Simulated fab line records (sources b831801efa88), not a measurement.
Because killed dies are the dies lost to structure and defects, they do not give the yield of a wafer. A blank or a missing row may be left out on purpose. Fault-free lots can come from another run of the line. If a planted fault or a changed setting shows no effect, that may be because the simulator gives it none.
The tool behind it: which one?	flow gf180mcu	7 lots, 21 wafers sampled, at 2 steps of a route of 602

== WHAT EACH GAUGE READ, for each wafer ==
GF_HV_LDD_TW_MEAS_11.
lot	measured	on	HV_LDD_TW
L641	day 10 08:16	film_metro-03	2436 2425 2447
L643	day 11 00:37	film_metro-03	2443 2425 2428
L645	day 11 13:53	film_metro-01	2447 2447 2435
L647	day 12 01:37	film_metro-02	2389 2392 2384
L649	day 12 17:05	film_metro-03	2438 2443 2442
L656	day 15 09:25	film_metro-02	1870 1880 1867 1878 1878 1870
L658	day 15 21:41	film_metro-03	1903 1907 1899 1904 1899 1900

== WHICH TOOL RAN EACH LOT (tool, then ch and the chambers of the sampled wafers, then the start) ==
lot	GF_HV_LDD_IMPLANT_09
L641	implanter-03 ch 0, day 10 08:01
L643	implanter-03 ch 0, day 11 00:23
L645	implanter-03 ch 0, day 11 13:38
L647	implanter-03 ch 0, day 12 01:22
L649	implanter-02 ch 0, day 12 16:52
L656	implanter-03 ch 0, day 15 09:10
L658	implanter-03 ch 0, day 15 21:26
- GF_HV_LDD_IMPLANT_09

== THE ANSWER, worked out from the rows above alone ==
Rule: what is usual is taken from the lots themselves. The widest of any qualifying gaps counts: lots, ordered by their means at a reading, are off when they make up no more than a third of the lots, leave a main group of 4 or more, and stand apart from it by 3 or more times the standard deviation of that group's means. Not used: any main group whose means are identical at the precision the tables above print for the reading. Also off: a lot with no number at a reading for which 4 or more lots have one. All remaining lots with rows at the step are treated as sound.
Off: L656, L658, at GF_HV_LDD_TW_MEAS_11 (HV_LDD_TW). For the main group the mean is 2428 and the standard deviation 20.
A tool fits if, at a process step before that reading, it ran every lot that is off, and no sound lot after the first of them. Those tools and the gauges at GF_HV_LDD_TW_MEAS_11 are tried in the same way. One fits: GF_HV_LDD_IMPLANT_09 on implanter-03. Its last sound lot is L647 (day 12 01:22), its first lot that is off L656 (day 15 09:10): a fault that began between those two fits.

== WHAT THE SIMULATOR PUT IN ==
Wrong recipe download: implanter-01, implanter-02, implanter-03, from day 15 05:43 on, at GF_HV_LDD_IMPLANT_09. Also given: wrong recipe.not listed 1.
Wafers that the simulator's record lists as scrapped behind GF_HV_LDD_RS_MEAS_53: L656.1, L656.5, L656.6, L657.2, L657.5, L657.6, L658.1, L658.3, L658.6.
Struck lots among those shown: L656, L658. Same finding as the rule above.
